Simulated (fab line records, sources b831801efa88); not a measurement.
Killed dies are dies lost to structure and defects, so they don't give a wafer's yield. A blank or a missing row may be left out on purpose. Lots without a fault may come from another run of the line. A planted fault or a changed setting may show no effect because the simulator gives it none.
Problem report in the 8D (eight disciplines) form, filled by code | flow sky130 | the parts of the form that need people (team, actions taken, sign-off) are left out

1. THE PROBLEM
RES_XHIGH_TW at SKY_RES_XHIGH_TW_MEAS_09 reads a mean of 30 on 9 wafers of 3 lots; wafers without a fault read 1635 with a standard deviation of 12. That is -99 or more standard deviations from the usual mean.
First seen on wafer L857.1, day 27 15:56, on film_metro-03. The record holds 45 wafers of 15 lots with a number at this step. Rule for "out", or "out of limits": more than 4 standard deviations from the usual mean. The other wafers with a number count as sound.

2. WHAT IT IS AND WHAT IT IS NOT
question                    | is                                          | is not
which readings at this step | RES_XHIGH_TW                                | -
which lots                  | L857, L858, L859                            | L855, L856, L866, L867, L869, L870, L871, L872, L873, L874, L875, L877
which wafers of those lots  | all that have a number                      | -
read on which gauges        | film_metro-02, film_metro-03, film_metro-04 | -
when                        | from day 27 15:56                           | up to then (6 sound wafers); but 30 sound wafers of L866, L867, L869, L870, L871, L872, L873, L874, L875, L877 came after

3. SUSPECTS, AND WHAT RULES EACH OUT
Counting: a tool at a process step up to the reading stays a suspect if it ran every lot that is out and no sound lot after the first of them.
- the gauge at SKY_RES_XHIGH_TW_MEAS_09: ruled out. The wafers that are out were read on 3 gauges (film_metro-02, film_metro-03, film_metro-04).
- iline_stepper-01 at SKY_RES_XHIGH_EXPOSE_04 (exposes mask URPM, target cd 1270 nm): ruled out as a lasting fault. Sound lots L866, L869, L870, L871, L872, L873, L875 ran on it after its first lot that is out, L857 (day 27 01:26).
Left after counting: nothing in the record.

4. THE CAUSE (what the simulator had put in)
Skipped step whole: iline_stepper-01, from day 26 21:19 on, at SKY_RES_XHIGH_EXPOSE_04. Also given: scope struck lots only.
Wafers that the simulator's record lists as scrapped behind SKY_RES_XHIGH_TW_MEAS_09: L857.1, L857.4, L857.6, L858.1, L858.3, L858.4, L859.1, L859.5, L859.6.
Counting ruled it out, wrongly: the rule takes a fault to strike every lot that its tool runs from its start on, and this one did not.

5. THE CHAIN OF EFFECTS, in route order
Each row: a reading whose mean over the struck wafers that have a number lies more than 3 standard deviations from the usual. Only readings for which the record gives a usual standard deviation are gone through. hours: the time from each lot's start at the first step in this table that gives one to its start at this step, as a median over the lots. sigmas: the change in usual standard deviations.
hours | step                     | reading      | usual | on struck wafers | change | sigmas
0     | SKY_RES_XHIGH_TW_MEAS_09 | RES_XHIGH_TW | 1635  | 30               | -1605  | -99 or more
Readings that are blank on the struck wafers while sound wafers have them: exposure_dose_mJ_cm2 at SKY_RES_XHIGH_EXPOSE_04; focus_offset_nm at SKY_RES_XHIGH_EXPOSE_04.

6. WHAT WOULD HAVE CAUGHT IT SOONER
In this record the first reading out of limits at a measuring or inspecting step was taken at day 27 15:56, 19 hours after the fault began at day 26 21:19.
At SKY_RES_XHIGH_EXPOSE_04 the tool's readings are blank on the struck wafers, where sound wafers have them: an empty tool record is the first sign, and it was there at once.
